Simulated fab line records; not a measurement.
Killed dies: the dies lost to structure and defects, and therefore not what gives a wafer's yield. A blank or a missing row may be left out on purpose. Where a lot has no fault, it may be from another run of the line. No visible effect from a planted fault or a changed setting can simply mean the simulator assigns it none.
A struck lot beside a sound one || flow sky130 || 15 steps out of a route of 708
Sound: the wafers L712.1, L712.4, L712.5. Struck: wafer L732.5. (L732.2, L732.6 of the same lot were not struck and are left out.) The cause comes at the end.
Order at every step that has rows: each side's tool, ch and its chambers, its first start. Under that, the readings that differ: sound wafers || struck wafers || difference of the means || sigmas: that difference in standard deviations of wafers without a fault.
alike: readings whose means differ by less than 2 such deviations, and words and numbers that are the same on both sides. not compared: withheld readings, readings that some wafer has no value for, bounds like >300 that may hide the same value, and numbers for which the record gives no deviation and whose values overlap.
A row with sigmas, a row that says differs or no value, or rows on one side alone: a step with any of these is where the two part. Numbers that don't overlap but have no deviation are shown without sigmas and don't part them. A reading that every wafer of one side lacks parts them only if that side has two wafers or more.

SKY_SONOS_ONO_THK_MEAS_03:
  sound: film metro-04 at day 12 03:16; struck: film metro-04 at day 19 07:04
  alike: SONOS_ONO_CVD_02_THK
then, 1 step without rows for these wafers: SKY_SONOS_ONO_CVD_04 (deposits SiO2 from SiH4/N2O, target thk 5.7199 nm).
SKY_SONOS_ONO_THK_MEAS_05:
  sound: film metro-04 at day 12 04:35; struck: film metro-04 at day 19 08:23
{"reading": "SONOS_ONO_CVD_04_THK (nm)", "sound": "5.73 5.60 5.65", "struck": 5.88, "difference": "+0.22", "sigmas": "+2"}
then, 7 steps without rows for these wafers: SKY_SONOS_ONO_DEHYDRATE_06 (time 60 s); SKY_SONOS_ONO_HMDS_07 (prime time 60 s); SKY_SONOS_ONO_COAT_08 (resist thk 1140 nm); SKY_SONOS_ONO_SOFTBAKE_09 (time 60 s); SKY_SONOS_ONO_EXPOSE_10 (exposes mask ONOM, target cd 410 nm); SKY_SONOS_ONO_PEB_11; SKY_SONOS_ONO_DEVELOP_12 (develop time 60 s).
SKY_SONOS_ONO_CD_MEAS_13: the cd target is 410 nm.
  sound: cd sem-02 at day 13 03:55; struck: cd sem-01 at day 20 15:25
  alike: cd nm
SKY_SONOS_ONO_OVL_MEAS_14:
  sound: overlay-01 at day 13 04:02; struck: overlay-01 at day 20 15:32
{"reading": "SONOS_ONO_OVL (nm)", "sound": "1.9 2.8 2.1", "struck": -1.8, "difference": -4.1, "sigmas": -3}
SKY_SONOS_ONO_ETCH_15: etches the open film in CHF3/O2, target depth 19.52 nm, time 7.8 s.
  sound on rie diel-04 ch 0,2,3, day 13 04:05; struck on rie diel-02 ch 3, day 20 15:34
{"reading": "throttle valve pct (%)", "sound": "8.842 8.841 8.821", "struck": 8.812, "difference": -0.023, "sigmas": -2}
{"reading": "model.SONOS_ONO.feature depth nm (nm)", "sound": "19.98 19.76 19.53", "struck": 18.85, "difference": -0.91, "sigmas": ""}
{"reading": "model.etch.depth nm (nm)", "sound": "19.98 19.76 19.53", "struck": 18.85, "difference": -0.91, "sigmas": ""}
  alike: chamber pressure mTorr, drypump motor current A, oes product au
  not compared: rf hours counter h
then, 1 step without rows for these wafers: SKY_SONOS_ONO_WET_ETCH_16 (etches SiO2 in dHF, target depth 14 nm, time 280 s).
-- record jumps: 31 days separate the struck wafers' starts on either side; left off in module SONOS_ONO, taken up again in module PAD_OPEN, whose first shown step is the route's number 708 --
SKY_PAD_OPEN_PROBE_99:
  sound: prober-02 at day 46 12:32; struck: prober-02 at day 51 08:52
{"reading": "killed_at_M4_up", "sound": "3 1 2", "struck": 6, "difference": "+4", "sigmas": "+2"}
  alike: killed_at_M0_to_M3, killed at contacts, killed at front end, killed at other, killed dies, killed open, killed short

## WHERE THEY PART
Last at SKY_PAD_OPEN_PROBE_99 as far as this record goes, first at SKY_SONOS_ONO_THK_MEAS_05.

WHY: what had been put in by the simulator
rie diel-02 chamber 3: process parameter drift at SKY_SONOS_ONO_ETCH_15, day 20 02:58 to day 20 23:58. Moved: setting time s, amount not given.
